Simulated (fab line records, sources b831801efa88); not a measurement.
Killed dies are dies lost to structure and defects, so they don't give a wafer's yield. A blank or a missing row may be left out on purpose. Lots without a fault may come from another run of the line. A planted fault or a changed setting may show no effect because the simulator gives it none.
Problem report in the 8D (eight disciplines) form, filled by code | flow gf180mcu | the parts of the form that need people (team, actions taken, sign-off) are left out

1. THE PROBLEM
beam_energy_keV at GF_DNWELL_IMPLANT_07 reads a mean of 1470.0 on 6 wafers of 2 lots; wafers without a fault read 1500.0 with a standard deviation of 0.46. That is -65 standard deviations from the usual mean.
First seen on wafer L926.1, day 5 03:29, on implanter-04. The record holds 42 wafers of 14 lots with a number at this step. Rule for "out", or "out of limits": more than 4 standard deviations from the usual mean. The other wafers with a number count as sound.

2. WHAT IT IS AND WHAT IT IS NOT
question                    | is                     | is not
which readings at this step | beam_energy_keV        | -
which lots                  | L926, L928             | L915, L916, L917, L918, L919, L921, L922, L923, L924, L925, L935, L936
which wafers of those lots  | all that have a number | -
read on which tools         | implanter-04           | implanter-02, implanter-03
when                        | from day 5 03:29       | up to then (30 sound wafers); but 6 sound wafers of L935, L936 came after

3. SUSPECTS, AND WHAT RULES EACH OUT
Counting: a tool at a process step up to the reading stays a suspect if it ran every lot that is out and no sound lot after the first of them.
- implanter-04 at GF_DNWELL_IMPLANT_07: kept. It ran every lot that is out, first L926 (day 5 03:29), and no sound lot after that; its last sound lot up to then is L925 (day 4 22:36). Its own readings are out on those wafers: beam_energy_keV.
Left after counting: implanter-04 at GF_DNWELL_IMPLANT_07.

4. THE CAUSE (what the simulator had put in)
Process parameter drift: implanter-04, from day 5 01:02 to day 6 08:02, at GF_DNWELL_IMPLANT_07. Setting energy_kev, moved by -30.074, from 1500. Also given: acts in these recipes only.
Counting left only this tool.

5. THE CHAIN OF EFFECTS, in route order
Each row: a reading whose mean over the struck wafers that have a number lies more than 3 standard deviations from the usual. Only readings for which the record gives a usual standard deviation are gone through. hours: the time from each lot's start at the first step in this table that gives one to its start at this step, as a median over the lots. sigmas: the change in usual standard deviations.
hours | step                 | reading         | usual  | on struck wafers | change | sigmas
0     | GF_DNWELL_IMPLANT_07 | beam_energy_keV | 1500.0 | 1470.0           | -30.0  | -65
The process steps in it:
- GF_DNWELL_IMPLANT_07
Later measuring or inspecting steps at which every struck wafer that the step has a row for has a number for every such reading, and none has moved that far: GF_NWELL_OVL_MEAS_07, GF_CONTACT_OVL_MEAS_15.

6. WHAT WOULD HAVE CAUGHT IT SOONER
In this record the first reading out of limits was taken at day 5 03:29, 2 hours after the fault began at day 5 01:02.
